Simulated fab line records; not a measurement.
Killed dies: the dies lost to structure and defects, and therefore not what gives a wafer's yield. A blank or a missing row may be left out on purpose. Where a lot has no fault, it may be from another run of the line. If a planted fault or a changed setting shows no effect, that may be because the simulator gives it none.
fab line records | flow sky130
record: lots: 12 wafers: 36 lastDay: 50
route steps=708 shown NWELL@64 LI_CONTACT@378 METAL3@533
lots with no fault: from the same line, run without faults
startH: hours from the record's first day to the start of the lot's first wafer shown | waitH: hours from the lot's prior step to this one | " unchanged from the row above | L1.1+2: a row that stands for several wafers | - value missing, or start not given | * or withheld: withheld | < > ~ a bound
route shown NAME@n: a module of which the file shows steps, and the number in the route of the first | usual: the fault-free wafers' mean and standard deviation | same: alike in all rows | chamber/n: place in a boat | sites: readings site by site | _std_site: how widely they spread, as a standard deviation | _edge_site: inner sites' mean taken away from outer sites' mean | radiusMm: how far each site lies from the wafer's centre | mask NAME#n: copy n | behind: the tool/chamber that last shaped the wafer | hold: why the lot went on hold/how many hours it stayed there/how the hold came to an end | device: transistor that didn't switch, given as n, p or np | end of line: the route-end tests of the same wafers | for a step that has no rows: nothing shown but its recipe | killed: dies lost to structure and defects at the first sort, not the wafer's yield | map: dies across one wafer; x = killed, . = not, _ = none there
set.NAME: setting as actually run; set.NAME@STEP: the setting as run at that earlier step | model.NAME: the simulator's own value behind a step, which no gauge read
a sample of lots followed through the steps of the route, with each step as a table and each wafer as a row
services: the hour from which a tool's chamber was out of use, counted from the record's first day as startH (under 0 if before that day), plus the number of hours and why
== steps ==
step: SKY_NWELL_IMPLANT_11
recipe: species: P energyKev: 400 doseCm2: 1.9e+13 tiltDeg: withheld
usual: doseIonsCm2: 1.9004e+13/1.8e+10
same: implantIonAmu: 31
columns lot.wafer tool chamber startH waitH doseIonsCm2
L414.1 implanter-02 0 83.58 0.0 1.8999e+13
L414.5 " 0 " " 1.9005e+13
L414.6 " 0 " " 1.902e+13
L415.1 implanter-01 0 88.08 0.0 1.8995e+13
L415.2 " 0 " " 1.8999e+13
L415.4 " 0 " " 1.9032e+13
L419.1 implanter-02 0 117.06 0.0 1.8993e+13
L419.2 " 0 " " 1.9004e+13
L419.6 " 0 " " 1.8993e+13
L422.1 implanter-01 0 129.24 0.0 1.8996e+13
L422.2 " 0 " " 1.9031e+13
L422.6 " 0 " " 1.9041e+13
L423.2 implanter-01 0 136.18 0.0 1.8725e+13
L423.3 " 0 " " 1.8711e+13
L423.5 " 0 " " 1.8702e+13
L424.1 implanter-01 0 143.93 0.0 1.8708e+13
L424.4 " 0 " " 1.8681e+13
L424.6 " 0 " " 1.8668e+13
L425.1 implanter-01 0 151.99 0.0 1.8707e+13
L425.3 " 0 " " 1.871e+13
L425.5 " 0 " " 1.872e+13
L426.1 implanter-02 0 158.13 0.0 1.9002e+13
L426.3 " 0 " " 1.8981e+13
L426.4 " 0 " " 1.9002e+13
L429.2 implanter-02 0 169.86 0.0 1.8994e+13
L429.3 " 0 " " 1.8984e+13
L429.5 " 0 " " 1.8987e+13
L431.1 implanter-02 0 183.44 0.0 1.9002e+13
L431.5 " 0 " " 1.9027e+13
L431.6 " 0 " " 1.9017e+13
L433.1 implanter-02 0 197.29 0.0 1.8991e+13
L433.3 " 0 " " 1.8988e+13
L433.6 " 0 " " 1.8993e+13
L436.1 implanter-01 0 215.38 0.0 1.9007e+13
L436.2 " 0 " " 1.8992e+13
L436.3 " 0 " " 1.8998e+13
step: SKY_NWELL_RS_MEAS_29
recipe: thkMeasGauge: four-point-probe
usual: NWELL_RS: 624.6/1.5
columns lot.wafer tool chamber startH waitH hold NWELL_RS[ohm/sq]
L414.1 filmMetro-01 - 102.52 0.1 - 624.2
L414.5 " - " " - 625.0
L414.6 " - " " - 624.0
L415.1 filmMetro-01 - 106.35 0.1 - 624.7
L415.2 " - " " - 624.1
L415.4 " - " " - 623.5
L419.1 filmMetro-02 - 137.44 0.1 - 623.5
L419.2 " - " " - 624.6
L419.6 " - " " - 625.2
L422.1 filmMetro-01 - 149.75 0.1 - 623.8
L422.2 " - " " - 625.2
L422.6 " - " " - 624.7
L423.2 filmMetro-01 - 156.16 0.1 awaitDispo/0.2h/release 629.1
L423.3 " - " " awaitDispo/0.2h/release 630.7
L423.5 " - " " awaitDispo/0.2h/release 628.7
L423.2 filmMetro-01 - 156.52 0.3 - 628.6
L423.3 " - " " - 631.5
L423.5 " - " " - 629.9
L424.1 filmMetro-03 - 164.36 0.1 awaitDispo/0.2h/release 630.7
L424.4 " - " " awaitDispo/0.2h/release 629.8
L424.6 " - " " awaitDispo/0.2h/release 629.8
L424.1 filmMetro-03 - 164.72 0.3 - 629.3
L424.4 " - " " - 632.3
L424.6 " - " " - 630.1
L425.1 filmMetro-02 - 173.08 0.1 - 625.4
L425.3 " - " " - 628.6
L425.5 " - " " - 629.4
L426.1 filmMetro-03 - 180.04 0.1 - 623.5
L426.3 " - " " - 623.3
L426.4 " - " " - 623.7
L429.2 filmMetro-02 - 191.74 0.1 - 623.8
L429.3 " - " " - 622.8
L429.5 " - " " - 624.2
L431.1 filmMetro-02 - 205.30 0.1 - 624.5
L431.5 " - " " - 623.3
L431.6 " - " " - 622.9
L433.1 filmMetro-02 - 219.64 0.1 - 624.3
L433.3 " - " " - 625.2
L433.6 " - " " - 625.1
L436.1 filmMetro-03 - 238.44 0.1 - 626.9
L436.2 " - " " - 622.0
L436.3 " - " " - 623.4
step: SKY_LI_CONTACT_STRIP_16
recipe: chemistry: O2/N2 powerW: 1400 pressureMtorr: 1500 platenTempC: withheld o2FlowSccm: 3000 n2FlowSccm: 300 overashFraction: 0.5
usual: drypumpMotorCurrentA: 5.6/0.43 n2FlowSccm: 300.0/1.1 oesProductAu: 0.376/0.0047 stripTimeToEndpointS: 3.500/0.029
columns lot.wafer tool chamber startH waitH drypumpMotorCurrentA n2FlowSccm oesProductAu rfHoursCounterH stripTimeToEndpointS
L414.1 plasmaAsher-03 1 669.86 - 5.8 301.6 0.373 95 3.538
L414.5 " 1 " " 5.7 300.1 0.375 - 3.532
L414.6 " 0 " " 4.9 300.4 0.376 - 3.502
L415.1 plasmaAsher-04 0 679.78 - 5.4 300.1 0.375 58 3.465
L415.2 " 1 " " 5.8 301.0 0.373 58 3.479
L415.4 " 0 " " 5.4 299.6 0.374 - 3.511
L419.1 plasmaAsher-03 1 725.66 - 5.7 298.8 0.375 100 3.488
L419.2 " 0 " " 4.9 300.2 0.375 100 3.464
L419.6 " 0 " " 4.8 297.8 0.371 - 3.479
L422.1 plasmaAsher-02 0 746.51 - 6.1 299.1 0.376 30 3.530
L422.2 " 1 " " 5.7 299.9 0.383 30 3.516
L422.6 " 1 " " 5.7 300.1 0.381 - 3.504
L423.2 plasmaAsher-02 1 751.63 - 5.8 300.6 0.373 30 3.483
L423.3 " 0 " " 6.1 299.7 0.378 - 3.530
L423.5 " 1 " " 5.7 299.0 0.370 - 3.532
L424.1 plasmaAsher-03 0 757.71 - 4.9 300.9 0.381 1 3.523
L424.4 " 0 " " 4.9 300.6 0.373 - 3.535
L424.6 " 1 " " 5.7 301.3 0.380 - 3.488
L425.1 plasmaAsher-03 1 771.08 - 5.7 301.4 0.373 3 3.485
L425.3 " 0 " " 4.9 301.5 0.375 - 3.456
L425.5 " 1 " " 5.7 299.6 0.370 - 3.502
L426.1 plasmaAsher-03 1 775.68 - 5.7 300.3 0.377 3 3.516
L426.3 " 0 " " 4.9 299.9 0.371 - 3.488
L426.4 " 1 " " 5.7 299.3 0.380 - 3.480
L429.2 plasmaAsher-04 0 788.78 - 5.4 300.5 0.380 69 3.518
L429.3 " 0 " " 5.4 298.8 0.372 - 3.532
L429.5 " 1 " " 5.8 300.8 0.380 - 3.535
L431.1 plasmaAsher-03 1 812.63 - 5.7 299.0 0.372 5 3.483
L431.5 " 1 " " 5.7 301.6 0.366 - 3.510
L431.6 " 0 " " 4.9 298.8 0.379 - 3.530
L433.1 plasmaAsher-03 1 828.18 - 5.7 300.6 0.373 6 3.502
L433.3 " 0 " " 4.8 298.1 0.374 - 3.479
L433.6 " 1 " " 5.7 299.9 0.374 - 3.504
L436.1 plasmaAsher-02 0 850.33 - 6.1 299.3 0.369 41 3.494
L436.2 " 1 " " 5.7 300.2 0.383 41 3.542
L436.3 " 0 " " 6.1 301.0 0.377 - 3.488
step: SKY_METAL3_SPUTTER_01
recipe: material: TiN targetThkNm: 20 powerW: 6500 timeS: 16.7 chamberPressurePa: 0.4
usual: throttleValvePct: 29.9/0.99
columns lot.wafer tool chamber startH waitH throttleValvePct
L414.1 pvdSputter-04 - 844.57 0.0 28.8
L414.5 " - " " 29.4
L414.6 " - " " 31.6
L415.1 pvdSputter-03 - 852.83 0.0 29.6
L415.2 " - " " 29.2
L415.4 " - " " 30.1
L419.1 pvdSputter-03 - 894.48 0.0 29.2
L419.2 " - " " 29.9
L419.6 " - " " 29.4
L422.1 pvdSputter-02 - 913.94 0.0 29.1
L422.2 " - " " 29.5
L422.6 " - " " 29.7
L423.2 pvdSputter-03 - 919.67 0.0 29.9
L423.3 " - " " 29.3
L423.5 " - " " 29.2
L424.1 pvdSputter-03 - 924.75 0.0 30.0
L424.4 " - " " 29.6
L424.6 " - " " 29.5
L425.1 pvdSputter-03 - 936.65 0.0 29.9
L425.3 " - " " 29.6
L425.5 " - " " 29.3
L426.1 pvdSputter-03 - 941.25 0.0 29.6
L426.3 " - " " 29.3
L426.4 " - " " 29.7
L429.2 pvdSputter-03 - 953.39 0.0 29.5
L429.3 " - " " 30.1
L429.5 " - " " 29.7
L431.1 pvdSputter-02 - 975.73 0.0 29.7
L431.5 " - " " 29.3
L431.6 " - " " 29.0
L433.1 pvdSputter-04 - 989.48 0.0 32.4
L433.3 " - " " 28.9
L433.6 " - " " 29.1
L436.1 pvdSputter-02 - 1009.70 0.0 30.9
L436.2 " - " " 29.9
L436.3 " - " " 29.2
step: SKY_METAL3_SPUTTER_02
recipe: material: AlCu targetThkNm: 735 powerW: 10600 timeS: 39.1 chamberPressurePa: 0.4
usual: throttleValvePct: 29.9/1
columns lot.wafer tool chamber startH waitH throttleValvePct
L414.1 pvdSputter-04 - 844.59 0.0 29.0
L414.5 " - " " 29.8
L414.6 " - " " 31.8
L415.1 pvdSputter-03 - 852.86 0.0 29.7
L415.2 " - " " 29.1
L415.4 " - " " 29.9
L419.1 pvdSputter-03 - 894.51 0.0 29.4
L419.2 " - " " 29.9
L419.6 " - " " 29.0
L422.1 pvdSputter-02 - 913.96 0.0 29.5
L422.2 " - " " 30.0
L422.6 " - " " 29.9
L423.2 pvdSputter-03 - 919.70 0.0 30.2
L423.3 " - " " 29.1
L423.5 " - " " 29.3
L424.1 pvdSputter-03 - 924.78 0.0 30.0
L424.4 " - " " 30.0
L424.6 " - " " 29.5
L425.1 pvdSputter-03 - 936.67 0.0 29.9
L425.3 " - " " 29.6
L425.5 " - " " 28.9
L426.1 pvdSputter-03 - 941.28 0.0 29.9
L426.3 " - " " 28.9
L426.4 " - " " 29.8
L429.2 pvdSputter-03 - 953.42 0.0 29.2
L429.3 " - " " 30.1
L429.5 " - " " 29.3
L431.1 pvdSputter-02 - 975.75 0.0 29.7
L431.5 " - " " 29.4
L431.6 " - " " 29.1
L433.1 pvdSputter-04 - 989.51 0.0 32.4
L433.3 " - " " 29.2
L433.6 " - " " 29.2
L436.1 pvdSputter-02 - 1009.72 0.0 31.0
L436.2 " - " " 29.8
L436.3 " - " " 29.3
== services ==
columns tool chamber startH hours kind
plasmaAsher-03 - 62.54 2.9 repair
pvdSputter-03 - 117.43 2.3 repair
pvdSputter-03 - 149.17 2.6 repair
pvdSputter-02 - 152.65 12.4 repair
implanter-01 - 155.54 2.8 pm
implanter-01 - 167.29 1.4 repair
implanter-02 - 180.48 1.3 repair
implanter-01 - 180.88 3.0 pm
pvdSputter-02 - 183.47 1.4 repair
pvdSputter-03 - 200.54 1.9 repair
pvdSputter-03 - 361.07 2.7 repair
plasmaAsher-03 - 411.54 0.8 repair
pvdSputter-03 - 472.61 9.7 repair
plasmaAsher-03 - 563.60 18.2 repair
plasmaAsher-03 - 586.17 2.8 pm
pvdSputter-03 - 609.10 3.2 repair
pvdSputter-03 - 609.80 9.2 repair
plasmaAsher-03 - 611.03 4.3 pm
plasmaAsher-03 - 733.75 9.0 pm
plasmaAsher-03 - 789.07 23.1 repair
plasmaAsher-03 - 797.02 1.1 repair
plasmaAsher-03 - 957.95 2.6 repair
pvdSputter-03 - 983.16 2.4 repair
plasmaAsher-03 - 985.45 2.0 repair
== key ==
firstSign: step: SKY_NWELL_IMPLANT_11 reading: doseIonsCm2 direction: down sigmas: 17 usual: * struck: *
effect: step: SKY_NWELL_RS_MEAS_29 reading: visit direction: added
metAt SKY_NWELL_IMPLANT_11
struckLots L423,L424,L425
testerLeftOut L423,L424,L425
notActingAt SKY_LI_CONTACT_STRIP_16,SKY_METAL3_SPUTTER_01,SKY_METAL3_SPUTTER_02
onsetBetween 129.24 136.18
fault: kind: processParameterDrift tool: implanter-01 chamber: - onsetH: 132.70 steps: SKY_NWELL_IMPLANT_11 channel: doseCm2 offset: * shape: step endH: 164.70 actsIn: * stated: *
testerLeftOut: of these lots the tester's yield and bins aren't shown, on N5 and GAA mostly nor the transistor test; their killed dies are dies lost to structure and defects alone, not to doping, threshold or leakage, so they don't give the yield
